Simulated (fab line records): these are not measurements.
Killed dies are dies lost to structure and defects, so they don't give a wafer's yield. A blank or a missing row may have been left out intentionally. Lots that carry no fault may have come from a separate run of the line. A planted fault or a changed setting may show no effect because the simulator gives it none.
A lot that was struck, set against a sound lot    flow gf180mcu    15 steps out of a route of 602
Sound: wafers L859.2, L859.4, L859.5. Struck: wafers L854.4, L854.5, L854.6. Last of all comes the cause.
At each step with rows: each side's tool, then ch and its chambers, then its first start. Under that, the readings that differ: sound wafers    struck wafers    difference of the means    sigmas: that difference in standard deviations of wafers without a fault.
alike: words and numbers the same on both sides, and readings whose means are apart by under 2 such deviations; not compared: readings that were withheld, readings missing a value for some wafer, numbers with overlapping values and no deviation given by the record, and bounds like >300 which may hide the same value.
A row with sigmas, a row that says differs or no value, or rows on one side alone: a step with any of these is where the two part. Non-overlapping numbers with no deviation appear without sigmas and do not part them. Lack of a reading on every wafer of one side parts them only where that side has two or more wafers.

GF_V4_SPUTTER_22: material TiN, target thk 10 nm, time 40 s.
  sound on pvdSputter-01, day 29 10:53; struck on pvdSputter-01, day 28 05:51
  alike: chamberPressurePa, throttleValvePct
GF_V4_CVD_23: deposits W, target thk 350 nm, time 104.9 s.
  sound on cvdW-01 ch 0, day 29 10:56; struck on cvdW-01 ch 0,1, day 28 05:56
  alike: heaterPowerW
  not compared: sinceWetCleanH
GF_V4_RS_MEAS_24: uses a four-point probe to measure.
  sound on filmMetro-01, day 29 11:04; struck on filmMetro-01, day 28 06:04
  alike: V4_W_RS
GF_V4_THK_MEAS_25: measures by xrf.
  sound on filmMetro-01, day 29 11:10; struck on filmMetro-01, day 28 06:09
  alike: V4_W_THK
then, 3 steps without rows for these wafers: GF_V4_CMP_26 (polishes, stops on SiO2, t overpolish 15 s, target thk 0 nm); GF_MIM_SPUTTER_00 (material Ti, target thk 37.5 nm, time 150 s); GF_MIM_SPUTTER_01 (material TiN, target thk 30 nm, time 25 s).
GF_MIM_SPUTTER_02: material AlCu, target thk 450 nm, time 23.9 s.
  sound on pvdSputter-04, day 29 11:39; struck on pvdSputter-02, day 28 06:37
  alike: chamberPressurePa, throttleValvePct
then, 1 step without rows for these wafers: GF_MIM_SPUTTER_03 (material Ti, target thk 10 nm, time 6.7 s).
GF_MIM_SPUTTER_04: material TiN, target thk 50 nm, time 41.7 s.
  sound on pvdSputter-04, day 29 11:42; struck on pvdSputter-02, day 28 06:40
  alike: chamberPressurePa, throttleValvePct
GF_MIM_CVD_05: deposits Si3N4, target thk 42 nm, time 29.086 s.
  sound on pecvd-01 ch 0,2, day 29 11:44; struck on pecvd-03 ch 0,1,2, day 28 06:43
  alike: heaterPowerW
  not compared: sinceWetCleanH
GF_MIM_THK_MEAS_06:
  sound on filmMetro-03, day 29 11:47; struck on filmMetro-04, day 28 06:46
  alike: MIM_CVD_05_THK
GF_MIM_SPUTTER_07: material TiN, target thk 60 nm, time 50 s.
  sound on pvdSputter-02, day 29 11:50; struck on pvdSputter-01, day 28 06:48
reading                                 sound              struck           difference  sigmas
model.TiN_of_MIM_SPUTTER_07.thkNm (nm)  60.88 61.29 61.55  62.64 62.8 63.7  +1.81       
  alike: chamberPressurePa, throttleValvePct
then, 1 step without rows for these wafers: GF_MIM_SPUTTER_08 (material AlCu, target thk 200 nm, time 10.6 s).
GF_PASSIVATION_PROBE_99:
  rows exist in the record for the sound wafers here (prober-01, day 33 10:17), none for the struck ones

WHERE THEY PART
Only at GF_PASSIVATION_PROBE_99, within this record.

WHY: what the simulator had put in
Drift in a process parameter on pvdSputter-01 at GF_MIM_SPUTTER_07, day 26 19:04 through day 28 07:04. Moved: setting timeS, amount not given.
